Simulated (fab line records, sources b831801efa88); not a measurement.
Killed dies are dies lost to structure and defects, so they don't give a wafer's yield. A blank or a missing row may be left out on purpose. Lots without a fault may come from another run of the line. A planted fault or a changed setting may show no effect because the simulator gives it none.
A struck lot beside a sound one | flow sky130 | 14 steps out of a route of 708
Sound: wafers L702.1, L702.3, L702.5. Struck: wafers L716.3, L716.5, L716.6. The cause comes at the end.
At each step with rows: each side's tool, then ch and its chambers, then its first start. Under that, the readings that differ: sound wafers | struck wafers | difference of the means | sigmas: that difference in standard deviations of wafers without a fault.
alike: readings whose means differ by less than 2 such deviations, and words and numbers that are the same on both sides. not compared: withheld readings, readings that some wafer has no value for, bounds like >300 that may hide the same value, and numbers for which the record gives no deviation and whose values overlap.
The two part at a step that has a row with sigmas, a row that says differs or no value, or rows on one side only. Numbers that don't overlap but have no deviation are shown without sigmas and don't part them. A reading that every wafer of one side lacks parts them only if that side has two wafers or more.

SKY_METAL2_SPUTTER_00: material Ti, target thk 15 nm, time 10 s.
  sound on pvd_sputter-01, day 36 14:55; struck on pvd_sputter-03, day 41 03:18
  alike: throttle_valve_pct
SKY_METAL2_SPUTTER_01: material TiN, target thk 20 nm, time 16.7 s.
  sound on pvd_sputter-01, day 36 14:56; struck on pvd_sputter-03, day 41 03:19
  alike: throttle_valve_pct
SKY_METAL2_SPUTTER_02: material AlCu, target thk 250 nm, time 13.3 s.
  sound on pvd_sputter-01, day 36 14:58; struck on pvd_sputter-03, day 41 03:21
  alike: throttle_valve_pct
SKY_METAL2_SPUTTER_03: material Ti, target thk 5 nm, time 3.3 s.
  sound on pvd_sputter-01, day 36 14:59; struck on pvd_sputter-03, day 41 03:22
  alike: throttle_valve_pct
SKY_METAL2_SPUTTER_04: material TiN, target thk 70 nm, time 58.3 s.
  sound on pvd_sputter-01, day 36 15:01; struck on pvd_sputter-03, day 41 03:23
  alike: throttle_valve_pct
SKY_METAL2_RS_MEAS_05: measures by four-point-probe.
  sound on film_metro-04, day 36 15:04; struck on film_metro-01, day 41 03:29
  alike: METAL2_ALCU_RS
SKY_METAL2_THK_MEAS_06: measures by xrf.
  sound on film_metro-04, day 36 15:11; struck on film_metro-01, day 41 03:35
  alike: METAL2_ALCU_THK
then, 5 steps without rows for these wafers: SKY_METAL2_DEHYDRATE_07 (time 60 s); SKY_METAL2_HMDS_08 (prime time 60 s); SKY_METAL2_COAT_09 (resist thk 60 nm); SKY_METAL2_COAT_10 (resist thk 450 nm); SKY_METAL2_SOFTBAKE_11 (time 90 s).
SKY_METAL2_EXPOSE_12: exposes mask MM2, target cd 140 nm.
  sound on krf_scanner-01 ch 0, day 37 04:06; struck on krf_scanner-02, day 41 15:37
  no value came back on the struck wafers for exposure_dose_mJ_cm2, focus_offset_nm (nm), stage_vel_mm_s (mm/s); on the sound wafers exposure_dose_mJ_cm2 reads 27.988 28.035 27.994
  alike: mask
then, 1 step without rows for these wafers: SKY_METAL2_PEB_13.

WHERE THEY PART
Only at SKY_METAL2_EXPOSE_12, within this record.

WHY: what the simulator had put in
Skipped step whole: krf_scanner-02, from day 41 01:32 on, at SKY_METAL2_EXPOSE_12. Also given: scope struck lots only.
